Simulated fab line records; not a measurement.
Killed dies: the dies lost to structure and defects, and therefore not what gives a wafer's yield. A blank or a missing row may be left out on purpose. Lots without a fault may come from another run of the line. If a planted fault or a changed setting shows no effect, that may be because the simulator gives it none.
Problem report in the 8D (eight disciplines) form, filled by code || flow sky130 || the parts of the form that need people (team, actions taken, sign-off) are left out

## 1. THE PROBLEM
rf-fwd-power-W at SKY_SONOS_ONO_ETCH_15 reads a mean of 489 W on 1 wafer of 1 lot; wafers without a fault read 588 W with a standard deviation of 3.1. That is -32 standard deviations from the usual mean.
The step: etches the open film in CHF3/O2, target depth 19.52 nm, time 7.8 s.
The first sign was on wafer L448.4 at day 18 04:22, on rie-diel-02. The record has a number at this step for 39 wafers belonging to 13 lots. Rule for "out", or "out of limits": more than 4 standard deviations from the usual mean. The rest of the wafers with a number are treated as sound.

## 2. WHAT IT IS, WHAT IT ISN'T
{"question": "which readings at this step", "is": "rf-fwd-power-W, oes-product-au", "is not": "O2_flow_sccm, drypump-motor-current-A, throttle-valve-pct"}
{"question": "which lots", "is": "L448", "is not": "L433, L434, L435, L437, L438, L439, L440, L442, L443, L445, L446, L454"}
{"question": "which wafers of those lots", "is": "L448.4", "is not": "L448.2, L448.3"}
{"question": "read on which tools", "is": "rie-diel-02", "is not": "rie-diel-03, rie-diel-04"}
{"question": "when", "is": "from day 18 04:22", "is not": "up to then (35 sound wafers); but 3 sound wafers of L454 came after"}

## 3. SUSPECTS, AND WHAT RULES EACH OUT
Counting: any tool at a process step up to the reading remains a suspect provided it ran every lot that is out. Sound lots after the first of them don't rule it out here, since some wafers of a struck lot are sound.
- rie-diel-02 at SKY_SONOS_ONO_ETCH_15 (etches the open film in CHF3/O2, target depth 19.52 nm, time 7.8 s): kept. L448, the lot that is out, went through it at day 18 04:22; up to then, the latest sound lot through it was L446 at day 17 10:34. Its own oes-product-au, rf-fwd-power-W readings are out on those wafers.
- Within rie-diel-02 at SKY_SONOS_ONO_ETCH_15: the wafers that are out ran in chamber 3; their sound lot-mates ran in chambers 1, 2.
Left after counting: rie-diel-02 at SKY_SONOS_ONO_ETCH_15.

## 4. THE CAUSE (what the simulator had put in)
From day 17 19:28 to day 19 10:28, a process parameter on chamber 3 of rie-diel-02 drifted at SKY_SONOS_ONO_ETCH_15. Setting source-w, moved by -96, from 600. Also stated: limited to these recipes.
The count eliminated every tool but this one.

## 5. SEQUENCE OF EFFECTS, ordered by route
Each row: a reading where the mean over the struck wafers with a number is more than 3 standard deviations away from the usual. Only readings for which the record gives a usual standard deviation are gone through. hours: the time from each lot's start at the first step in this table that gives one to its start at this step, as a median over the lots. sigmas: the change in usual standard deviations.
{"hours": 0, "step": "SKY_SONOS_ONO_ETCH_15", "reading": "oes-product-au", "usual": "0.999 a.u.", "on struck wafers": 0.961, "change": -0.038, "sigmas": -4.7}
{"hours": 0, "step": "SKY_SONOS_ONO_ETCH_15", "reading": "rf-fwd-power-W", "usual": "588 W", "on struck wafers": 489, "change": -99, "sigmas": -32}
Its process steps:
- SKY_SONOS_ONO_ETCH_15: etches the open film in CHF3/O2, target depth 19.52 nm, time 7.8 s.

## 6. HOW IT WOULD HAVE BEEN CAUGHT EARLIER
In this record no reading fell out of limits until day 18 04:22, 9 hours after the fault had begun at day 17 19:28.
